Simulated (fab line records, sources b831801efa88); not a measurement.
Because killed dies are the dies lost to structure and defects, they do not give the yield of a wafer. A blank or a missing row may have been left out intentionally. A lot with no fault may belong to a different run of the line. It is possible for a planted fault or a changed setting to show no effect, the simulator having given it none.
fab line records	flow sky130
record lots=11	wafers=33	last-day=50
route steps=708 shown PWDE@53 NWELL@78 POLY_GATE@218
lots that met no fault: taken from a fault-free run of the same line
start-h: hours from the record's opening day to when the first of the lot's shown wafers began	wait-h: how many hours have passed since the lot's step before this one	" as in the row above	L1.1+2: one row covering several wafers at once	- either no value or no given start	* or withheld: withheld	< > ~ a bound
route shown NAME@n: a module of which the file shows steps, and the number in the route of the first	usual: average and standard deviation across the fault-free wafers	same: alike in all rows	chamber/n: place in a boat	sites: per-site readings	_std_site: the values' standard deviation	_edge_site: mean of outer sites minus mean of inner sites	radius-mm: for every site, how far away it sits from the centre of the wafer	mask NAME#n: copy n	behind: the tool/chamber that last shaped the wafer	hold: cause of the lot's hold/its duration in hours/its outcome	device: the transistor (n, p or np) that didn't switch	end of line: the same wafers' tests at the end of the route	a step with no rows: only its recipe	killed: not the wafer's yield, but the dies lost to structure and defects at the first sort	map: per-die view of a wafer (x killed, . not killed, _ where there is no die)
set.NAME: the setting the step ran with; set.NAME@STEP: the setting that earlier step ran with	model.NAME: the simulator's own value behind a step, which no gauge read
one table for each step of the route and one row for each wafer, over a sample of lots
services: the hour from which a tool's chamber was out of use, counted from the record's first day as start-h (under 0 if before that day), plus the number of hours and why
## steps
# step SKY_PWDE_IMPLANT_08
# recipe species=B	energy-kev=150	dose-cm2=3.6e+12	tilt-deg=withheld
# usual beam-energy-keV=150.00/0.044	dose-ions-cm2=3.6e+12/3.6e+09	faraday-current-uA=20.3/0.38
lot.wafer	tool	chamber	start-h	wait-h	beam-energy-keV	dose-ions-cm2	faraday-current-uA
L219.1	implanter-03	0	74.51	0.0	150.08	3.603e+12	19.6
L219.4	"	0	"	"	150.04	3.602e+12	20.5
L219.6	"	0	"	"	150.05	3.597e+12	20.3
L220.1	implanter-03	0	81.86	0.0	149.96	3.605e+12	19.5
L220.3	"	0	"	"	149.97	3.602e+12	19.7
L220.5	"	0	"	"	150.08	3.598e+12	20.2
L223.2	implanter-03	0	93.05	0.0	150.03	3.598e+12	20.7
L223.3	"	0	"	"	150.04	3.599e+12	20.1
L223.6	"	0	"	"	150.03	3.599e+12	20.6
L225.3	implanter-03	0	105.66	0.1	150.10	3.208e+12	18.2
L225.5	"	0	"	"	150.05	3.215e+12	18.1
L225.6	"	0	"	"	150.05	3.218e+12	17.9
L226.2	implanter-03	0	110.18	0.0	149.93	3.215e+12	18.3
L226.5	"	0	"	"	149.97	3.212e+12	17.8
L226.6	"	0	"	"	149.99	3.212e+12	18.1
L228.1	implanter-03	0	117.91	0.0	149.99	3.22e+12	18.0
L228.4	"	0	"	"	150.05	3.212e+12	18.3
L228.6	"	0	"	"	149.95	3.217e+12	18.8
L237.1	implanter-01	0	167.71	0.0	150.04	3.597e+12	20.6
L237.2	"	0	"	"	150.05	3.602e+12	20.9
L237.6	"	0	"	"	150.03	3.6e+12	20.4
L238.1	implanter-03	0	173.71	0.0	150.09	3.599e+12	20.8
L238.2	"	0	"	"	150.09	3.6e+12	20.2
L238.6	"	0	"	"	149.96	3.596e+12	20.5
L240.1	implanter-02	0	187.61	0.0	150.03	3.603e+12	19.9
L240.2	"	0	"	"	150.00	3.597e+12	20.2
L240.5	"	0	"	"	149.95	3.605e+12	20.1
L241.3	implanter-01	0	193.21	0.1	149.96	3.596e+12	20.4
L241.4	"	0	"	"	149.90	3.598e+12	20.5
L241.6	"	0	"	"	150.02	3.604e+12	20.4
L242.1	implanter-03	0	198.61	0.0	150.05	3.598e+12	20.4
L242.3	"	0	"	"	150.02	3.601e+12	20.0
L242.5	"	0	"	"	150.06	3.602e+12	20.4
# step SKY_PWDE_TW_MEAS_10
# usual PWDE_TW=375.1/2.1
lot.wafer	tool	chamber	start-h	wait-h	PWDE_TW
L219.1	film-metro-03	-	74.76	0.1	378.6
L219.4	"	-	"	"	376.8
L219.6	"	-	"	"	376.3
L220.1	film-metro-02	-	82.11	0.1	374.5
L220.3	"	-	"	"	377.4
L220.5	"	-	"	"	376.6
L223.2	film-metro-04	-	93.29	0.1	373.1
L223.3	"	-	"	"	372.6
L223.6	"	-	"	"	373.2
L225.3	film-metro-02	-	105.88	0.1	363.0
L225.5	"	-	"	"	362.6
L225.6	"	-	"	"	361.2
L226.2	film-metro-03	-	110.42	0.1	362.1
L226.5	"	-	"	"	363.0
L226.6	"	-	"	"	362.7
L228.1	film-metro-03	-	118.16	0.1	365.6
L228.4	"	-	"	"	367.0
L228.6	"	-	"	"	364.6
L237.1	film-metro-02	-	167.96	0.1	376.1
L237.2	"	-	"	"	376.1
L237.6	"	-	"	"	377.4
L238.1	film-metro-03	-	173.96	0.1	376.1
L238.2	"	-	"	"	375.9
L238.6	"	-	"	"	376.1
L240.1	film-metro-03	-	187.86	0.1	374.8
L240.2	"	-	"	"	377.8
L240.5	"	-	"	"	374.4
L241.3	film-metro-04	-	193.43	0.1	371.6
L241.4	"	-	"	"	372.3
L241.6	"	-	"	"	370.8
L242.1	film-metro-02	-	198.86	0.1	375.7
L242.3	"	-	"	"	375.7
L242.5	"	-	"	"	375.9
# step SKY_NWELL_STRIP_25
# recipe chemistry=O2/N2	power-w=1400	pressure-mtorr=1500	platen-temp-c=withheld	o2-flow-sccm=3000	n2-flow-sccm=300	overash-fraction=0.5
# usual chamber-pressure-mTorr=1500.1/1.3	drypump-motor-current-A=5.9/0.31	oes-product-au=0.722/0.0046	strip-time-to-endpoint-s=36.96/0.12
lot.wafer	tool	chamber	start-h	wait-h	chamber-pressure-mTorr	drypump-motor-current-A	oes-product-au	rf-hours-counter-h	strip-time-to-endpoint-s
L219.1	plasma-asher-02	1	110.43	0.1	1500.0	5.3	0.719	45	37.02
L219.4	"	1	"	"	1500.5	5.3	0.719	-	37.11
L219.6	"	1	"	"	1500.2	5.3	0.728	-	37.18
L220.1	plasma-asher-03	0	117.73	0.1	1500.4	5.9	0.721	30	36.94
L220.3	"	0	"	"	1500.0	5.9	0.731	-	37.04
L220.5	"	1	"	"	1501.7	6.2	0.715	-	36.89
L223.2	plasma-asher-02	1	130.68	0.1	1500.6	5.3	0.723	47	36.82
L223.3	"	1	"	"	1498.9	5.3	0.721	-	36.85
L223.6	"	1	"	"	1500.6	5.3	0.726	-	36.87
L225.3	plasma-asher-03	1	144.51	0.1	1499.5	6.2	0.726	-	36.94
L225.5	"	0	"	"	1499.5	5.9	0.728	-	36.96
L225.6	"	1	"	"	1504.5	6.2	0.720	-	36.96
L226.2	plasma-asher-03	1	149.41	0.1	1503.7	6.2	0.725	34	36.87
L226.5	"	0	"	"	1501.3	5.9	0.719	-	36.77
L226.6	"	1	"	"	1498.2	6.2	0.726	-	36.80
L228.1	plasma-asher-03	1	156.98	0.1	1500.8	6.2	0.722	34	37.01
L228.4	"	1	"	"	1500.9	6.2	0.728	-	37.13
L228.6	"	0	"	"	1499.3	6.0	0.729	-	37.07
L237.1	plasma-asher-01	1	208.13	0.1	1502.0	6.0	0.724	51	37.14
L237.2	"	0	"	"	1500.1	5.4	0.726	51	37.15
L237.6	"	1	"	"	1501.6	6.0	0.719	-	36.99
L238.1	plasma-asher-02	0	219.11	0.1	1500.2	5.8	0.728	56	36.87
L238.2	"	1	"	"	1500.5	5.3	0.718	56	36.98
L238.6	"	0	"	"	1500.7	5.8	0.721	-	37.03
L240.1	plasma-asher-03	0	227.81	0.1	1501.8	6.0	0.722	41	37.08
L240.2	"	1	"	"	1499.1	6.2	0.723	41	37.05
L240.5	"	1	"	"	1499.9	6.2	0.726	-	37.01
L241.3	plasma-asher-01	1	236.11	0.1	1499.5	6.0	0.721	-	37.16
L241.4	"	0	"	"	1500.6	5.4	0.720	-	37.01
L241.6	"	0	"	"	1500.3	5.4	0.724	-	37.11
L242.1	plasma-asher-01	0	243.53	0.1	1498.1	5.4	0.721	54	36.87
L242.3	"	0	"	"	1498.3	5.4	0.719	-	36.93
L242.5	"	0	"	"	1500.2	5.4	0.722	-	36.99
# step SKY_NWELL_RS_MEAS_29
# recipe thk-meas-gauge=four-point-probe
# usual NWELL_RS=624.8/1.5
lot.wafer	tool	chamber	start-h	wait-h	NWELL_RS[ohm/sq]
L219.1	film-metro-02	-	110.74	0.1	623.2
L219.4	"	-	"	"	624.5
L219.6	"	-	"	"	623.1
L220.1	film-metro-04	-	118.04	0.1	625.1
L220.3	"	-	"	"	625.0
L220.5	"	-	"	"	624.2
L223.2	film-metro-02	-	131.01	0.1	625.3
L223.3	"	-	"	"	624.0
L223.6	"	-	"	"	625.5
L225.3	film-metro-04	-	144.83	0.1	623.2
L225.5	"	-	"	"	623.6
L225.6	"	-	"	"	624.4
L226.2	film-metro-04	-	149.74	0.1	623.0
L226.5	"	-	"	"	623.3
L226.6	"	-	"	"	622.5
L228.1	film-metro-03	-	157.29	0.1	624.3
L228.4	"	-	"	"	623.3
L228.6	"	-	"	"	626.9
L237.1	film-metro-03	-	208.44	0.1	625.4
L237.2	"	-	"	"	624.7
L237.6	"	-	"	"	623.5
L238.1	film-metro-02	-	219.42	0.1	628.2
L238.2	"	-	"	"	625.5
L238.6	"	-	"	"	625.1
L240.1	film-metro-03	-	228.12	0.1	626.1
L240.2	"	-	"	"	626.6
L240.5	"	-	"	"	627.1
L241.3	film-metro-03	-	236.49	0.1	625.0
L241.4	"	-	"	"	624.4
L241.6	"	-	"	"	624.8
L242.1	film-metro-04	-	243.99	0.1	625.3
L242.3	"	-	"	"	624.0
L242.5	"	-	"	"	624.9
# step SKY_NWELL_RS_MEAS_31
# recipe thk-meas-gauge=four-point-probe
# usual PWDE_RS=5272/16
lot.wafer	tool	chamber	start-h	wait-h	PWDE_RS[ohm/sq]
L219.1	film-metro-02	-	110.98	0.1	5264
L219.4	"	-	"	"	5256
L219.6	"	-	"	"	5263
L220.1	film-metro-04	-	118.28	0.1	5265
L220.3	"	-	"	"	5284
L220.5	"	-	"	"	5262
L223.2	film-metro-02	-	131.25	0.1	5264
L223.3	"	-	"	"	5275
L223.6	"	-	"	"	5265
L225.3	film-metro-04	-	145.07	0.1	5755
L225.5	"	-	"	"	5761
L225.6	"	-	"	"	5767
L226.2	film-metro-04	-	149.98	0.1	5812
L226.5	"	-	"	"	5789
L226.6	"	-	"	"	5798
L228.1	film-metro-03	-	157.53	0.1	5757
L228.4	"	-	"	"	5765
L228.6	"	-	"	"	5770
L237.1	film-metro-03	-	208.68	0.1	5262
L237.2	"	-	"	"	5273
L237.6	"	-	"	"	5267
L238.1	film-metro-02	-	219.66	0.1	5251
L238.2	"	-	"	"	5252
L238.6	"	-	"	"	5271
L240.1	film-metro-03	-	228.36	0.1	5273
L240.2	"	-	"	"	5244
L240.5	"	-	"	"	5262
L241.3	film-metro-03	-	236.73	0.1	5294
L241.4	"	-	"	"	5275
L241.6	"	-	"	"	5299
L242.1	film-metro-04	-	244.23	0.1	5245
L242.3	"	-	"	"	5254
L242.5	"	-	"	"	5257
# step SKY_POLY_GATE_THK_MEAS_04
# recipe reads=Si3N4_of_POLY_GATE_CVD_03
# usual POLY_GATE_CVD_03_THK=74.6/0.7
lot.wafer	tool	chamber	start-h	wait-h	POLY_GATE_CVD_03_THK[nm]
L219.1	film-metro-01	-	348.35	0.0	74.7
L219.4	"	-	"	"	74.4
L219.6	"	-	"	"	74.5
L220.1	film-metro-01	-	356.58	0.0	74.3
L220.3	"	-	"	"	74.6
L220.5	"	-	"	"	74.9
L223.2	film-metro-03	-	376.50	0.0	75.1
L223.3	"	-	"	"	75.1
L223.6	"	-	"	"	74.8
L225.3	film-metro-01	-	392.77	0.0	74.8
L225.5	"	-	"	"	75.3
L225.6	"	-	"	"	74.4
L226.2	film-metro-03	-	405.17	0.0	75.3
L226.5	"	-	"	"	75.1
L226.6	"	-	"	"	75.1
L228.1	film-metro-03	-	417.30	0.0	74.5
L228.4	"	-	"	"	73.5
L228.6	"	-	"	"	74.0
L237.1	film-metro-01	-	490.74	0.0	73.4
L237.2	"	-	"	"	73.4
L237.6	"	-	"	"	73.7
L238.1	film-metro-01	-	511.34	0.0	74.8
L238.2	"	-	"	"	74.4
L238.6	"	-	"	"	74.8
L240.1	film-metro-03	-	517.49	0.0	73.5
L240.2	"	-	"	"	73.7
L240.5	"	-	"	"	73.4
L241.3	film-metro-04	-	530.26	0.0	73.5
L241.4	"	-	"	"	74.0
L241.6	"	-	"	"	73.8
L242.1	film-metro-04	-	539.54	0.0	75.4
L242.3	"	-	"	"	74.6
L242.5	"	-	"	"	75.8
## services
tool	chamber	start-h	hours	kind
implanter-01	-	58.17	6.9	repair
implanter-03	-	100.86	3.1	pm
implanter-01	-	111.53	1.2	repair
implanter-03	-	147.37	5.5	repair
implanter-03	-	190.62	6.8	repair
implanter-02	-	191.00	2.5	repair
implanter-02	-	193.45	13.3	pm
implanter-02	-	235.15	3.5	pm
## key
first-sign step=SKY_PWDE_IMPLANT_08	reading=dose-ions-cm2	direction=down	sigmas=99+	usual=*	struck=*
effect step=SKY_PWDE_IMPLANT_08	reading=faraday-current-uA	direction=down	sigmas=5.5	usual=20.3	struck=18.2
effect step=SKY_PWDE_TW_MEAS_10	reading=PWDE_TW	direction=down	sigmas=5.6	usual=375.1	struck=363.5
effect step=SKY_NWELL_RS_MEAS_31	reading=PWDE_RS	direction=up	sigmas=31	usual=5272	struck=5775
met-at SKY_PWDE_IMPLANT_08
struck-lots L225,L226,L228
tester-left-out L225,L226,L228
not-acting-at SKY_NWELL_STRIP_25,SKY_NWELL_RS_MEAS_29,SKY_POLY_GATE_THK_MEAS_04
onset-between 93.05 105.66
fault kind=process-parameter-drift	tool=implanter-03	chamber=-	onset-h=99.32	steps=SKY_PWDE_IMPLANT_08	channel=dose-cm2	offset=*	shape=step	end-h=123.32	acts-in=*	stated=*
# tester-left-out: of these lots the tester's yield and bins aren't shown, on N5 and GAA mostly nor the transistor test; their killed dies are dies lost to structure and defects alone, not to doping, threshold or leakage, so they don't give the yield
